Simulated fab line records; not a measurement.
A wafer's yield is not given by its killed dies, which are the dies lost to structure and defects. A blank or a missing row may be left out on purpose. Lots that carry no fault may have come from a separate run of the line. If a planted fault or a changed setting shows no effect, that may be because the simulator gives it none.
The same fault as seen by 2 desks :: flow sky130 :: each desk holds nothing but its own numbers, with what lay behind them at the end

## THE TOOL OWNER'S DESK: pecvd-01
The tool's own readings at SKY_PASSIVATION_CVD_02 (deposits Si3N4, target thk 540 nm): means of the sampled wafers that have a number, for each lot that ran on this tool. Marked OUT: a lot whose mean sits more than 4 standard deviations from the usual mean, which makes it out of limits; the brackets give that distance.
Columns: A = heater power w at SKY_PASSIVATION_CVD_02, usual 699 W; B = rf fwd power W at SKY_PASSIVATION_CVD_02, usual 448.9 W
lot: L175
first seen here: day 43 20:29
A: 696
B: 450.8

lot: L179
first seen here: day 44 20:39
A: 729
B: 448.1

lot: L182
first seen here: day 45 20:14
A: 727
B: 449.5

lot: L184
first seen here: day 46 09:52
A: 719
B: 425.2 (-20) OUT
This desk's verdict: out of limits on L184, starting with L184 at day 46 09:52 (rf fwd power W at SKY_PASSIVATION_CVD_02). Within limits: L175, L179, L182.

## THE METROLOGY DESK
Lot by lot, what the gauges showed, no matter which tool ran the lot: averages of those sampled wafers that carry a number. Marked OUT: a lot whose mean sits more than 4 standard deviations from the usual mean, which makes it out of limits; the brackets give that distance.
Columns: A = PASSIVATION_CVD_02_THK at SKY_PASSIVATION_THK_MEAS_03, usual 541 nm
lot: L175
first seen here: day 43 20:38
A: 548

lot: L177
first seen here: day 44 06:45
A: 536

lot: L176
first seen here: day 44 09:22
A: 540

lot: L179
first seen here: day 44 20:53
A: 534

lot: L182
first seen here: day 45 20:28
A: 535

lot: L184
first seen here: day 46 10:05
A: 526

lot: L190
first seen here: day 47 21:33
A: 539

lot: L191
first seen here: day 48 02:40
A: 535

lot: L196
first seen here: day 49 04:07
A: 546

lot: L197
first seen here: day 49 08:28
A: 549

lot: L198
first seen here: day 49 10:27
A: 540
Finding of this desk: none of the 11 lots has anything out of limits.

## TAKEN TOGETHER
On L184, at day 46 09:52, an alarm was possible from the tool owner's desk.
From the metrology desk's view, nothing was out of limits.
The metrology desk has L184 on record, within its limits.
Of the lots named, all ran SKY_PASSIVATION_CVD_02 on pecvd-01.

## WHAT HAD BEEN PUT IN BY THE SIMULATOR
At SKY_PASSIVATION_CVD_02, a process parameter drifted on pecvd-01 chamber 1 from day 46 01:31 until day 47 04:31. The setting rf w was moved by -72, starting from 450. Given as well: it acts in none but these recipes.
Lots struck among those shown: L184.
Hours from the fault's start to each desk's first reading out of limits: the tool owner's desk, 8.
